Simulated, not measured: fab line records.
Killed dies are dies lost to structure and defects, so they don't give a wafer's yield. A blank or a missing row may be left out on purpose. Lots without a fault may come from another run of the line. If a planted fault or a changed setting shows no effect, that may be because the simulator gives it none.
fab line records ; flow sky130
record: lots: 13; wafers: 39; last_day: 50
route steps=708 shown FIELD_ISO@28 DNWELL@43 VT_ADJUST_LVTN@104 PAD_OPEN@708
lots untouched by any fault: they come from a run of this same line in which no faults occurred
start_h: hours from the record's opening day to when the first of the lot's shown wafers began ; wait_h: how many hours have passed since the lot's step before this one ; " unchanged from the row above ; L1.1+2: a single row standing in for several wafers ; - no value, or no start was given ; * or withheld: withheld ; < > ~ a bound
route shown NAME@n: NAME is a module with steps in the file, n the number in the route of the first one ; usual: mean/standard deviation taken from wafers without a fault ; same: alike in all rows ; chamber/n: place in a boat ; sites: per-site readings ; _std_site: their standard deviation ; _edge_site: inner sites' mean taken away from outer sites' mean ; radius_mm: for every site, how far away it sits from the centre of the wafer ; mask NAME#n: copy n ; behind: tool/chamber where the wafer was last shaped ; hold: what put the lot on hold/how long, in hours/how the hold closed ; device: whichever transistor did not switch (one of n, p or np) ; end of line: tests run on the same wafers once the route is complete ; where a step has no rows: the recipe by itself ; killed: dies lost to structure and defects at the first sort, not the wafer's yield ; map: the dies of a wafer, with x for killed, . for not killed, _ for no die there
set.NAME: the run value of the setting; set.NAME@STEP: its run value at that earlier step ; model.NAME: the simulator's own value behind a step, which no gauge read
one table for each step of the route and one row for each wafer, over a sample of lots
services: the hour from which a tool's chamber was out of use, counted from the record's first day as start_h (under 0 if before that day), plus the number of hours and why
== steps ==
step: SKY_FIELD_ISO_CMP_27
recipe: stop_on: Si3N4; t_overpolish_s: 16; down_force_psi: 4; platen_rpm: 60; target_thk_nm: 457.8; pad_velocity_m_s: 0.94248
usual: motor_current_A: 12.3/0.59; overpolish_run_s: 16.000/0.0099; platen_rpm: 60.00/0.038; retaining_ring_pressure_frac: 1.000/0.0051; time_to_endpoint_s: 115/4.3
same: t_overpolish_s: 16
lot.wafer;tool;chamber;start_h;wait_h;motor_current_A;overpolish_run_s;platen_rpm;retaining_ring_pressure_frac;time_to_endpoint_s
L110.3;cmp-01;0;33.40;0.1;11.7;16.019;59.94;1.000;117
L110.4;cmp-01;1;33.40;0.1;11.4;15.981;60.00;0.998;116
L110.5;cmp-01;3;33.40;0.1;13.0;16.011;60.01;0.998;111
L112.1;cmp-01;1;43.13;0.0;12.5;15.986;59.99;0.999;113
L112.6;cmp-01;1;43.13;0.0;11.5;16.013;60.03;1.003;115
L112.5;cmp-01;2;43.13;0.0;11.6;15.984;59.99;1.005;113
L114.1;cmp-01;3;55.21;0.0;12.9;16.013;59.98;1.000;117
L114.4;cmp-01;0;55.21;0.0;11.8;15.984;60.10;0.994;120
L114.5;cmp-01;3;55.21;0.0;13.6;15.995;59.98;0.994;109
L115.2;cmp-02;3;57.42;0.1;12.8;16.012;60.06;0.991;110
L115.1;cmp-02;0;57.42;0.1;11.7;15.997;59.94;1.003;112
L115.6;cmp-02;1;57.42;0.1;11.8;16.001;60.01;0.999;113
L116.4;cmp-02;3;62.67;0.0;12.9;15.991;59.95;1.005;114
L116.1;cmp-02;0;62.67;0.0;12.5;15.996;59.97;0.995;118
L116.5;cmp-02;3;62.67;0.0;13.0;16.012;60.05;1.000;110
L117.3;cmp-02;1;70.80;0.1;12.0;16.000;60.02;1.004;120
L117.1;cmp-02;2;70.80;0.1;12.4;16.014;60.00;0.993;112
L117.5;cmp-02;3;70.80;0.1;13.4;16.008;59.92;1.004;113
L119.2;cmp-02;3;80.76;0.0;12.6;16.019;59.95;0.995;113
L119.3;cmp-02;0;80.76;0.0;12.2;16.001;60.01;1.001;116
L119.1;cmp-02;1;80.76;0.0;11.7;15.991;59.97;0.992;115
L120.4;cmp-01;2;85.17;0.0;12.3;15.996;60.00;0.997;115
L120.1;cmp-01;0;85.17;0.0;12.1;15.990;60.04;0.994;116
L120.6;cmp-01;2;85.17;0.0;11.4;16.011;60.01;0.999;111
L121.1;cmp-02;0;94.16;0.0;12.1;16.009;60.06;1.006;117
L121.2;cmp-02;3;94.16;0.0;12.7;16.014;60.05;0.997;110
L121.6;cmp-02;1;94.16;0.0;12.5;16.010;59.99;1.001;116
L126.3;cmp-02;2;127.20;0.0;12.7;15.985;59.99;0.994;110
L126.2;cmp-02;3;127.20;0.0;13.5;15.999;60.06;0.987;110
L126.4;cmp-02;1;127.20;0.0;12.4;15.996;59.98;0.988;115
L128.3;cmp-01;2;130.36;0.1;12.0;15.988;59.98;0.998;114
L128.5;cmp-01;3;130.36;0.1;12.6;16.015;60.05;0.996;107
L128.6;cmp-01;0;130.36;0.1;12.0;16.004;59.98;1.006;117
L131.1;cmp-02;0;146.80;0.1;12.4;15.996;60.06;0.995;118
L131.4;cmp-02;2;146.80;0.1;12.2;16.013;59.94;1.005;115
L131.6;cmp-02;3;146.80;0.1;12.8;15.986;59.97;1.005;116
L133.4;cmp-02;2;158.89;0.0;12.1;15.995;60.01;1.003;110
L133.1;cmp-02;3;158.89;0.0;13.2;16.005;59.99;1.001;113
L133.2;cmp-02;1;158.89;0.0;11.9;16.014;60.01;0.996;120
step: SKY_FIELD_ISO_WET_ETCH_30
recipe: chemistry: dHF; target_depth_nm: 25; target: SiO2; dilution: 10:1; temp_c: 25; time_s: 50
usual: bath_heat_duty_pct: 6.8/0.9; temp_c: 25.00/0.11
lot.wafer;tool;chamber;start_h;wait_h;bath_heat_duty_pct;temp_c
L110.3;wet_bench-04;1;34.23;0.0;8.2;25.06
L110.4;wet_bench-04;1;34.23;0.0;8.2;24.92
L110.5;wet_bench-04;1;34.23;0.0;7.8;24.99
L112.1;wet_bench-01;2;43.97;0.0;7.1;25.11
L112.5;wet_bench-01;2;43.97;0.0;6.1;24.95
L112.6;wet_bench-01;2;43.97;0.0;6.2;25.02
L114.1;wet_bench-01;3;56.05;0.0;6.8;24.92
L114.4;wet_bench-01;3;56.05;0.0;7.7;24.84
L114.5;wet_bench-01;3;56.05;0.0;7.8;24.91
L115.1;wet_bench-02;0;58.16;0.0;5.7;25.03
L115.2;wet_bench-02;0;58.16;0.0;7.1;25.07
L115.6;wet_bench-02;0;58.16;0.0;6.5;25.07
L116.1;wet_bench-04;1;63.51;0.0;7.7;24.95
L116.4;wet_bench-04;1;63.51;0.0;8.3;25.17
L116.5;wet_bench-04;1;63.51;0.0;8.0;25.04
L117.1;wet_bench-02;0;71.54;0.0;6.4;25.02
L117.3;wet_bench-02;0;71.54;0.0;5.7;24.86
L117.5;wet_bench-02;0;71.54;0.0;6.3;25.08
L119.1;wet_bench-04;1;81.60;0.0;6.8;25.09
L119.2;wet_bench-04;1;81.60;0.0;8.2;25.10
L119.3;wet_bench-04;1;81.60;0.0;8.0;24.98
L120.1;wet_bench-04;3;86.00;0.0;6.8;24.99
L120.4;wet_bench-04;3;86.00;0.0;6.1;24.87
L120.6;wet_bench-04;3;86.00;0.0;6.0;24.96
L121.1;wet_bench-02;1;95.00;0.0;6.0;25.28
L121.2;wet_bench-02;1;95.00;0.0;5.8;25.12
L121.6;wet_bench-02;1;95.00;0.0;5.6;25.02
L126.2;wet_bench-02;0;128.04;0.0;6.6;24.88
L126.3;wet_bench-02;0;128.04;0.0;7.5;25.05
L126.4;wet_bench-02;0;128.04;0.0;6.4;25.08
L128.3;wet_bench-02;3;131.05;0.0;26.5;39.91
L128.5;wet_bench-02;3;131.05;0.0;27.0;40.04
L128.6;wet_bench-02;3;131.05;0.0;26.8;39.81
L131.1;wet_bench-02;0;147.59;0.0;28.4;39.96
L131.4;wet_bench-02;0;147.59;0.0;27.7;39.87
L131.6;wet_bench-02;0;147.59;0.0;26.1;39.86
L133.1;wet_bench-04;3;159.72;0.0;6.0;25.14
L133.2;wet_bench-04;3;159.72;0.0;6.3;25.11
L133.4;wet_bench-04;3;159.72;0.0;6.2;25.18
step: SKY_DNWELL_STRIP_08
recipe: chemistry: O2/N2; power_w: 1400; pressure_mtorr: 1500; platen_temp_c: withheld; o2_flow_sccm: 3000; n2_flow_sccm: 300; overash_fraction: 0.5
usual: drypump_motor_current_A: 5.4/0.51; oes_product_au: 0.722/0.0044; strip_time_to_endpoint_s: 36.96/0.1
lot.wafer;tool;chamber;start_h;wait_h;drypump_motor_current_A;oes_product_au;rf_hours_counter_h;strip_time_to_endpoint_s
L110.3;plasma_asher-04;1;51.08;0.1;4.9;0.727;-;36.84
L110.4;plasma_asher-04;0;51.08;0.1;6.4;0.728;-;36.86
L110.5;plasma_asher-04;0;51.08;0.1;6.4;0.724;-;36.87
L112.1;plasma_asher-04;1;60.44;0.1;4.9;0.725;38;37.05
L112.5;plasma_asher-04;1;60.44;0.1;4.9;0.730;-;37.15
L112.6;plasma_asher-04;0;60.44;0.1;6.3;0.725;-;37.07
L114.1;plasma_asher-02;0;74.49;0.1;5.2;0.726;35;36.90
L114.4;plasma_asher-02;1;74.49;0.1;4.9;0.721;-;36.84
L114.5;plasma_asher-02;1;74.49;0.1;5.0;0.726;-;36.89
L115.1;plasma_asher-02;0;75.99;0.1;5.2;0.725;35;37.06
L115.2;plasma_asher-02;1;75.99;0.1;5.0;0.724;35;37.05
L115.6;plasma_asher-02;0;75.99;0.1;5.2;0.723;-;37.05
L116.1;plasma_asher-02;1;81.70;0.1;5.0;0.716;36;36.92
L116.4;plasma_asher-02;1;81.70;0.1;5.0;0.717;-;36.98
L116.5;plasma_asher-02;0;81.70;0.1;5.2;0.724;-;37.02
L117.1;plasma_asher-02;1;91.10;0.1;4.9;0.721;36;37.15
L117.3;plasma_asher-02;1;91.10;0.1;4.9;0.725;-;37.21
L117.5;plasma_asher-02;1;91.10;0.1;5.0;0.725;-;37.15
L119.1;plasma_asher-01;1;100.85;0.1;5.6;0.725;44;37.02
L119.2;plasma_asher-01;0;100.85;0.1;5.8;0.731;44;36.89
L119.3;plasma_asher-01;1;100.85;0.1;5.6;0.722;-;36.89
L120.1;plasma_asher-04;0;106.65;0.1;6.3;0.709;42;36.99
L120.4;plasma_asher-04;0;106.65;0.1;6.3;0.717;-;37.06
L120.6;plasma_asher-04;0;106.65;0.1;6.4;0.719;-;37.15
L121.1;plasma_asher-02;0;114.75;0.1;5.2;0.727;39;36.85
L121.2;plasma_asher-02;1;114.75;0.1;5.0;0.727;39;36.83
L121.6;plasma_asher-02;0;114.75;0.1;5.2;0.718;-;36.78
L126.2;plasma_asher-02;1;155.29;0.1;5.0;0.729;43;36.93
L126.3;plasma_asher-02;0;155.29;0.1;5.2;0.719;-;36.81
L126.4;plasma_asher-02;1;155.29;0.1;4.9;0.726;-;36.84
L128.3;plasma_asher-04;0;155.68;0.1;6.4;0.731;-;37.00
L128.5;plasma_asher-04;0;155.68;0.1;6.4;0.719;-;37.19
L128.6;plasma_asher-04;1;155.68;0.1;4.9;0.721;-;37.04
L131.1;plasma_asher-02;0;168.25;0.1;5.2;0.728;44;37.04
L131.4;plasma_asher-02;0;168.25;0.1;5.2;0.718;-;36.91
L131.6;plasma_asher-02;0;168.25;0.1;5.2;0.724;-;37.02
L133.1;plasma_asher-02;0;182.19;0.1;5.2;0.711;46;36.96
L133.2;plasma_asher-02;1;182.19;0.1;5.0;0.725;46;37.00
L133.4;plasma_asher-02;1;182.19;0.1;5.0;0.717;-;37.09
step: SKY_VT_ADJUST_LVTN_OVL_MEAS_07
usual: VT_ADJUST_LVTN_OVL: -0.2/1.5
lot.wafer;tool;chamber;start_h;wait_h;VT_ADJUST_LVTN_OVL[nm]
L110.3;overlay-02;-;141.11;-;-0.4
L110.4;overlay-02;-;141.11;-;-1.4
L110.5;overlay-02;-;141.11;-;-0.6
L112.1;overlay-02;-;155.85;-;-1.7
L112.5;overlay-02;-;155.85;-;-3.4
L112.6;overlay-02;-;155.85;-;-0.8
L114.1;overlay-01;-;174.60;-;-1.5
L114.4;overlay-01;-;174.60;-;0.3
L114.5;overlay-01;-;174.60;-;-0.7
L115.1;overlay-01;-;174.95;-;2.5
L115.2;overlay-01;-;174.95;-;-0.9
L115.6;overlay-01;-;174.95;-;0.0
L116.1;overlay-02;-;177.89;-;0.2
L116.4;overlay-02;-;177.89;-;-0.2
L116.5;overlay-02;-;177.89;-;-0.6
L117.1;overlay-02;-;188.45;-;-1.9
L117.3;overlay-02;-;188.45;-;1.2
L117.5;overlay-02;-;188.45;-;-0.7
L119.1;overlay-01;-;202.84;-;-2.1
L119.2;overlay-01;-;202.84;-;-1.0
L119.3;overlay-01;-;202.84;-;0.3
L120.1;overlay-01;-;206.54;-;-1.0
L120.4;overlay-01;-;206.54;-;-0.7
L120.6;overlay-01;-;206.54;-;-2.9
L121.1;overlay-01;-;219.89;-;-0.1
L121.2;overlay-01;-;219.89;-;0.6
L121.6;overlay-01;-;219.89;-;0.0
L126.2;overlay-01;-;267.86;-;-0.4
L126.3;overlay-01;-;267.86;-;1.0
L126.4;overlay-01;-;267.86;-;-1.4
L128.3;overlay-02;-;268.21;-;-0.3
L128.5;overlay-02;-;268.21;-;1.6
L128.6;overlay-02;-;268.21;-;-1.4
L131.1;overlay-01;-;283.20;-;-0.2
L131.4;overlay-01;-;283.20;-;1.1
L131.6;overlay-01;-;283.20;-;2.8
L133.1;overlay-01;-;299.64;-;2.7
L133.2;overlay-01;-;299.64;-;3.7
L133.4;overlay-01;-;299.64;-;2.2
step: SKY_PAD_OPEN_PROBE_99
usual: killed_at_M0_to_M3: 45/7.5; killed_at_M4_up: 3.2/1.8; killed_at_contacts: 24/4.9; killed_at_front_end: 15/4.4; killed_at_other: 0.3/0.54; killed_dies: 87/9.8; killed_open: 47/6.4; killed_short: 40/6.5
same: gross_dies: 492; killed_at_back_side: 0
lot.wafer;tool;chamber;start_h;wait_h;killed_at_M0_to_M3;killed_at_M4_up;killed_at_contacts;killed_at_front_end;killed_at_other;killed_dies;killed_open;killed_short
L110.3;prober-02;-;1075.76;0.2;56;2;21;13;1;93;48;44
L110.4;prober-02;-;1075.81;0.2;51;2;22;11;3;89;48;38
L110.5;prober-02;-;1075.86;0.2;57;5;24;12;0;98;48;49
L112.1;prober-01;-;1088.10;0.1;40;3;21;21;0;85;47;38
L112.5;prober-01;-;1088.30;0.2;57;1;35;12;0;105;55;50
L112.6;prober-01;-;1088.35;0.2;47;1;23;14;1;86;49;37
L114.1;prober-01;-;1108.31;0.1;41;0;22;11;1;75;50;25
L114.4;prober-01;-;1108.46;0.2;45;5;22;9;0;81;48;33
L114.5;prober-01;-;1108.51;0.2;38;4;23;11;0;76;49;27
L116.1;prober-02;-;1110.17;0.1;39;2;35;18;0;94;46;48
L116.4;prober-02;-;1110.32;0.2;51;8;21;14;0;94;55;39
L116.5;prober-02;-;1110.37;0.2;48;2;21;12;0;83;52;31
L115.1;prober-01;-;1111.28;0.1;58;5;23;17;1;104;56;47
L115.2;prober-01;-;1111.33;0.1;44;3;20;19;2;88;41;46
L115.6;prober-01;-;1111.53;0.2;53;5;23;9;0;90;41;49
L117.1;prober-02;-;1128.34;0.1;41;4;31;18;0;94;53;41
L117.3;prober-02;-;1128.44;0.2;60;3;23;15;0;101;62;39
L117.5;prober-02;-;1128.54;0.2;45;1;20;14;0;80;43;37
L119.1;prober-02;-;1138.86;0.1;67;3;28;14;0;112;63;49
L119.2;prober-02;-;1138.91;0.1;55;7;24;11;0;97;56;41
L119.3;prober-02;-;1138.96;0.2;51;4;25;12;1;93;54;39
L120.1;prober-01;-;1143.02;0.1;48;2;18;26;0;94;44;50
L120.4;prober-01;-;1143.17;0.2;43;4;27;13;0;87;47;40
L120.6;prober-01;-;1143.27;0.2;52;1;25;23;0;101;53;48
L121.1;prober-02;-;1149.01;0.1;49;2;28;12;0;91;55;36
L121.2;prober-02;-;1149.06;0.1;39;1;22;15;0;77;45;32
L121.6;prober-02;-;1149.26;0.2;37;0;22;15;0;74;39;35
L126.2;prober-02;-;1185.46;0.1;45;0;21;9;0;75;39;36
L126.3;prober-02;-;1185.51;0.2;44;1;26;17;1;89;42;47
L126.4;prober-02;-;1185.56;0.2;41;2;29;12;0;84;46;38
L128.3;prober-01;-;1186.15;0.2;41;5;27;15;1;89;39;48
L128.5;prober-01;-;1186.25;0.2;39;3;26;22;1;91;49;42
L128.6;prober-01;-;1186.30;0.2;42;3;20;20;1;86;51;34
L131.1;prober-01;-;1198.36;0.1;60;5;23;10;0;98;52;46
L131.4;prober-01;-;1198.51;0.2;43;2;19;10;1;75;30;45
L131.6;prober-01;-;1198.61;0.2;48;3;19;11;0;81;38;43
L133.1;prober-01;-;1202.96;0.1;42;3;31;13;0;89;52;36
L133.2;prober-01;-;1203.01;0.1;41;0;28;8;1;78;38;40
L133.4;prober-01;-;1203.11;0.2;41;2;19;19;0;81;41;40
killed by level:class
L110.3 VIA1:geometric_particle:open=11 METAL1:geometric_particle:short=10 VIA2:geometric_particle:open=9 CONTACT:geometric_particle:open=8 VIA3:geometric_particle:open=7 METAL2:geometric_particle:short=7 FIELD_ISO:geometric_particle:short=6 LI_CONTACT:geometric_particle:open=5
L110.4 VIA1:geometric_particle:open=13 LI_CONTACT:geometric_particle:open=6 CONTACT:geometric_particle:open=6 METAL1:geometric_particle:short=6 VIA2:geometric_particle:open=6 METAL2:geometric_particle:short=5 LOCAL_INTERCONNECT:geometric_particle:short=5 VIA3:geometric_particle:open=5
L110.5 VIA1:geometric_particle:open=15 CONTACT:geometric_particle:open=9 VIA1:geometric_particle:short=8 VIA2:geometric_particle:open=7 METAL3:geometric_particle:short=6 LOCAL_INTERCONNECT:geometric_particle:short=6 LI_CONTACT:geometric_particle:open=5 FIELD_ISO:geometric_particle:short=4
L112.1 CONTACT:geometric_particle:open=9 VIA1:geometric_particle:open=9 VIA1:geometric_particle:short=8 LI_CONTACT:geometric_particle:open=5 VIA2:geometric_particle:open=5 VIA3:geometric_particle:open=5 POLY_GATE:geometric_particle:short=4 FIELD_ISO:geometric_particle:open=3
L112.5 VIA1:geometric_particle:open=23 CONTACT:geometric_particle:open=12 LOCAL_INTERCONNECT:geometric_particle:short=9 METAL2:geometric_particle:short=8 CONTACT:geometric_particle:short=7 VIA2:geometric_particle:open=6 METAL3:geometric_particle:short=5 FIELD_ISO:geometric_particle:short=3
L112.6 CONTACT:geometric_particle:open=9 VIA1:geometric_particle:open=9 LI_CONTACT:geometric_particle:open=7 METAL1:geometric_particle:short=7 METAL2:geometric_particle:short=7 FIELD_ISO:geometric_particle:short=6 METAL1:geometric_particle:open=6 VIA2:geometric_particle:open=6
L114.1 VIA1:geometric_particle:open=15 CONTACT:geometric_particle:open=13 LI_CONTACT:geometric_particle:open=7 VIA1:geometric_particle:short=5 METAL2:geometric_particle:short=4 SPACER:geometric_particle:open=3 METAL2:geometric_particle:open=3 VIA2:geometric_particle:short=3
L114.4 VIA1:geometric_particle:open=11 LI_CONTACT:geometric_particle:open=9 VIA2:geometric_particle:open=8 CONTACT:geometric_particle:open=7 METAL1:geometric_particle:short=5 METAL2:geometric_particle:open=5 METAL4:geometric_particle:short=5 POLY_GATE:geometric_particle:short=4
L114.5 VIA1:geometric_particle:open=14 CONTACT:geometric_particle:open=10 LI_CONTACT:geometric_particle:open=5 CONTACT:geometric_particle:short=5 VIA2:geometric_particle:open=5 METAL2:geometric_particle:short=4 VIA3:geometric_particle:open=4 METAL4:geometric_particle:short=3
L116.1 CONTACT:geometric_particle:open=13 LOCAL_INTERCONNECT:geometric_particle:short=9 LI_CONTACT:geometric_particle:open=8 VIA1:geometric_particle:open=8 VIA1:geometric_particle:short=8 VIA3:geometric_particle:open=7 FIELD_ISO:geometric_particle:short=6 POLY_GATE:geometric_particle:open=4
L116.4 VIA3:geometric_particle:open=11 CONTACT:geometric_particle:open=11 VIA1:geometric_particle:open=9 FIELD_ISO:geometric_particle:short=6 LI_CONTACT:geometric_particle:open=6 VIA2:geometric_particle:short=6 METAL1:geometric_particle:short=6 VIA2:geometric_particle:open=6
L116.5 LI_CONTACT:geometric_particle:open=10 VIA3:geometric_particle:open=9 VIA2:geometric_particle:open=8 VIA1:geometric_particle:open=7 METAL2:geometric_particle:short=6 CONTACT:geometric_particle:open=6 VIA1:geometric_particle:short=4 METAL2:geometric_particle:open=4
L115.1 VIA1:geometric_particle:open=14 CONTACT:geometric_particle:open=10 VIA2:geometric_particle:open=9 FIELD_ISO:geometric_particle:open=7 METAL1:geometric_particle:short=7 VIA3:geometric_particle:open=7 POLY_GATE:geometric_particle:short=6 METAL2:geometric_particle:short=6
L115.2 VIA1:geometric_particle:open=11 METAL2:geometric_particle:short=10 CONTACT:geometric_particle:open=9 FIELD_ISO:geometric_particle:short=6 LOCAL_INTERCONNECT:geometric_particle:short=6 POLY_GATE:geometric_particle:short=5 VIA2:geometric_particle:open=5 POLY_GATE:geometric_particle:open=4
L115.6 VIA1:geometric_particle:open=13 CONTACT:geometric_particle:short=8 LI_CONTACT:geometric_particle:short=7 VIA1:geometric_particle:short=7 VIA2:geometric_particle:open=6 METAL1:geometric_particle:short=6 METAL2:geometric_particle:short=6 VIA3:geometric_particle:open=5
L117.1 CONTACT:geometric_particle:open=13 VIA1:geometric_particle:open=8 LOCAL_INTERCONNECT:geometric_particle:short=6 VIA2:geometric_particle:open=6 FIELD_ISO:geometric_particle:short=5 LI_CONTACT:geometric_particle:open=5 METAL1:geometric_particle:short=5 METAL2:geometric_particle:short=5
L117.3 VIA2:geometric_particle:open=11 VIA3:geometric_particle:open=10 VIA1:geometric_particle:open=9 METAL2:geometric_particle:short=9 CONTACT:geometric_particle:short=7 CONTACT:geometric_particle:open=7 FIELD_ISO:geometric_particle:open=5 LI_CONTACT:geometric_particle:open=4
L117.5 VIA1:geometric_particle:open=12 CONTACT:geometric_particle:open=11 VIA3:geometric_particle:open=8 FIELD_ISO:geometric_particle:short=6 METAL1:geometric_particle:short=6 VIA1:geometric_particle:short=6 VIA2:geometric_particle:open=5 METAL2:geometric_particle:short=5
L119.1 VIA1:geometric_particle:open=13 LI_CONTACT:geometric_particle:open=11 VIA1:geometric_particle:short=11 VIA2:geometric_particle:open=11 CONTACT:geometric_particle:open=8 VIA3:geometric_particle:open=7 METAL2:geometric_particle:short=7 METAL1:geometric_particle:short=7
L119.2 VIA1:geometric_particle:open=13 CONTACT:geometric_particle:open=8 VIA2:geometric_particle:open=7 LI_CONTACT:geometric_particle:open=6 VIA1:geometric_particle:short=6 METAL1:geometric_particle:short=6 VIA3:geometric_particle:open=6 METAL4:geometric_particle:short=5
L119.3 VIA2:geometric_particle:open=13 VIA1:geometric_particle:open=10 CONTACT:geometric_particle:open=8 VIA1:geometric_particle:short=8 LI_CONTACT:geometric_particle:short=7 POLY_GATE:geometric_particle:open=5 LI_CONTACT:geometric_particle:open=5 METAL2:geometric_particle:short=5
L120.1 VIA1:geometric_particle:open=11 FIELD_ISO:geometric_particle:short=8 METAL1:geometric_particle:short=7 POLY_GATE:geometric_particle:short=6 LI_CONTACT:geometric_particle:open=6 VIA2:geometric_particle:open=6 POLY_GATE:geometric_particle:open=5 CONTACT:geometric_particle:open=5
L120.4 VIA2:geometric_particle:open=9 CONTACT:geometric_particle:short=7 VIA3:geometric_particle:open=7 LI_CONTACT:geometric_particle:open=6 LOCAL_INTERCONNECT:geometric_particle:short=6 VIA3:geometric_particle:short=6 METAL1:geometric_particle:open=5 FIELD_ISO:geometric_particle:open=4
L120.6 VIA1:geometric_particle:short=11 CONTACT:geometric_particle:open=9 VIA1:geometric_particle:open=9 FIELD_ISO:geometric_particle:open=7 METAL2:geometric_particle:short=7 POLY_GATE:geometric_particle:open=6 LI_CONTACT:geometric_particle:open=6 LOCAL_INTERCONNECT:geometric_particle:short=6
L121.1 VIA1:geometric_particle:open=13 CONTACT:geometric_particle:open=12 LI_CONTACT:geometric_particle:open=6 VIA2:geometric_particle:open=6 METAL3:geometric_particle:short=6 FIELD_ISO:geometric_particle:open=5 VIA1:geometric_particle:short=5 VIA2:geometric_particle:short=5
L121.2 VIA3:geometric_particle:open=9 VIA1:geometric_particle:open=8 LI_CONTACT:geometric_particle:open=6 VIA2:geometric_particle:open=6 CONTACT:geometric_particle:open=5 METAL1:geometric_particle:short=5 FIELD_ISO:geometric_particle:open=4 FIELD_ISO:geometric_particle:short=4
L121.6 LI_CONTACT:geometric_particle:open=9 POLY_GATE:geometric_particle:short=8 CONTACT:geometric_particle:open=7 VIA2:geometric_particle:open=5 VIA1:geometric_particle:open=5 METAL2:geometric_particle:short=5 VIA3:geometric_particle:open=5 LI_CONTACT:geometric_particle:short=4
L126.2 METAL1:geometric_particle:short=10 VIA3:geometric_particle:open=9 CONTACT:geometric_particle:open=8 VIA1:geometric_particle:open=7 CONTACT:geometric_particle:short=5 LI_CONTACT:geometric_particle:open=5 METAL2:geometric_particle:short=4 POLY_GATE:geometric_particle:short=3
L126.3 VIA1:geometric_particle:open=8 METAL2:geometric_particle:short=6 LI_CONTACT:geometric_particle:open=6 LI_CONTACT:geometric_particle:short=6 CONTACT:geometric_particle:open=6 LOCAL_INTERCONNECT:geometric_particle:short=5 METAL1:geometric_particle:short=5 VIA2:geometric_particle:open=5
L126.4 LI_CONTACT:geometric_particle:open=11 CONTACT:geometric_particle:open=8 VIA3:geometric_particle:open=8 VIA1:geometric_particle:open=7 METAL1:geometric_particle:short=6 VIA2:geometric_particle:open=6 POLY_GATE:geometric_particle:short=5 METAL2:geometric_particle:short=5
L128.3 VIA1:geometric_particle:open=9 CONTACT:geometric_particle:short=7 VIA3:geometric_particle:open=7 CONTACT:geometric_particle:open=6 METAL1:geometric_particle:short=6 LI_CONTACT:geometric_particle:open=5 METAL2:geometric_particle:short=5 POLY_GATE:geometric_particle:open=4
L128.5 VIA1:geometric_particle:open=10 LI_CONTACT:geometric_particle:open=7 METAL1:geometric_particle:short=7 VIA2:geometric_particle:open=7 FIELD_ISO:geometric_particle:open=6 POLY_GATE:geometric_particle:open=6 CONTACT:geometric_particle:open=6 LOCAL_INTERCONNECT:geometric_particle:short=5
L128.6 VIA1:geometric_particle:open=10 VIA2:geometric_particle:open=8 CONTACT:geometric_particle:open=7 METAL1:geometric_particle:short=5 POLY_GATE:geometric_particle:short=5 LI_CONTACT:geometric_particle:open=5 CONTACT:geometric_particle:short=5 POLY_GATE:geometric_particle:open=4
L131.1 METAL2:geometric_particle:short=10 VIA2:geometric_particle:open=10 CONTACT:geometric_particle:open=9 VIA1:geometric_particle:open=9 VIA3:geometric_particle:open=9 LI_CONTACT:geometric_particle:open=8 VIA1:geometric_particle:short=7 METAL3:geometric_particle:short=6
L131.4 LI_CONTACT:geometric_particle:open=7 VIA1:geometric_particle:short=7 CONTACT:geometric_particle:open=7 VIA1:geometric_particle:open=7 VIA2:geometric_particle:short=7 FIELD_ISO:geometric_particle:short=6 METAL2:geometric_particle:short=5 CONTACT:geometric_particle:short=4
L131.6 VIA2:geometric_particle:open=9 METAL2:geometric_particle:short=7 CONTACT:geometric_particle:open=7 LI_CONTACT:geometric_particle:open=5 METAL1:geometric_particle:short=5 VIA1:geometric_particle:short=5 VIA1:geometric_particle:open=5 CONTACT:geometric_particle:short=4
L133.1 CONTACT:geometric_particle:open=16 VIA1:geometric_particle:open=13 METAL2:geometric_particle:short=6 CONTACT:geometric_particle:short=6 VIA2:geometric_particle:open=6 LI_CONTACT:geometric_particle:open=5 VIA1:geometric_particle:short=5 VIA2:geometric_particle:short=5
L133.2 CONTACT:geometric_particle:open=9 VIA2:geometric_particle:open=9 LI_CONTACT:geometric_particle:open=7 METAL1:geometric_particle:short=7 VIA1:geometric_particle:open=7 CONTACT:geometric_particle:short=6 METAL2:geometric_particle:short=6 METAL3:geometric_particle:short=4
L133.4 VIA1:geometric_particle:open=8 POLY_GATE:geometric_particle:open=7 VIA3:geometric_particle:open=6 CONTACT:geometric_particle:short=5 VIA1:geometric_particle:short=4 FIELD_ISO:geometric_particle:short=4 POLY_GATE:geometric_particle:short=4 METAL3:geometric_particle:short=4
== services ==
tool;chamber;start_h;hours;kind
wet_bench-02;-;11.33;1.9;repair
cmp-01;-;18.02;1.4;repair
wet_bench-01;-;37.00;1.7;repair
plasma_asher-01;-;40.98;2.8;pm
cmp-02;-;49.60;0.6;repair
cmp-01;-;64.29;4.0;pm
cmp-01;-;68.29;-;consumable_replace:conditioner
cmp-01;-;68.29;-;consumable_replace:pad
cmp-01;-;102.09;2.3;pm
plasma_asher-01;-;108.75;9.0;pm
plasma_asher-01;0;108.75;9.0;vent_cycle
plasma_asher-01;1;108.75;9.0;vent_cycle
cmp-02;-;115.27;0.8;repair
plasma_asher-01;0;117.75;-;clean
plasma_asher-01;1;117.75;-;clean
cmp-01;-;145.53;0.7;repair
plasma_asher-01;-;168.07;0.9;repair
== key ==
first_sign: step: SKY_FIELD_ISO_WET_ETCH_30; reading: temp_c; direction: up; sigmas: 99+; usual: *; struck: *
effect: step: SKY_FIELD_ISO_WET_ETCH_30; reading: bath_heat_duty_pct; direction: up; sigmas: 23; usual: 6.8; struck: 27.1
met_at SKY_FIELD_ISO_WET_ETCH_30
struck_lots L128,L131
tester_left_out L128,L131
not_acting_at SKY_FIELD_ISO_CMP_27,SKY_DNWELL_STRIP_08,SKY_VT_ADJUST_LVTN_OVL_MEAS_07
onset_between 128.04 131.05
fault: kind: process_parameter_drift; tool: wet_bench-02; chamber: -; onset_h: 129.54; steps: SKY_FIELD_ISO_WET_ETCH_30; channel: temp_c; offset: *; shape: step; end_h: 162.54; acts_in: *; stated: *
tester_left_out: of these lots the tester's yield and bins aren't shown, on N5 and GAA mostly nor the transistor test; their killed dies are dies lost to structure and defects alone, not to doping, threshold or leakage, so they don't give the yield
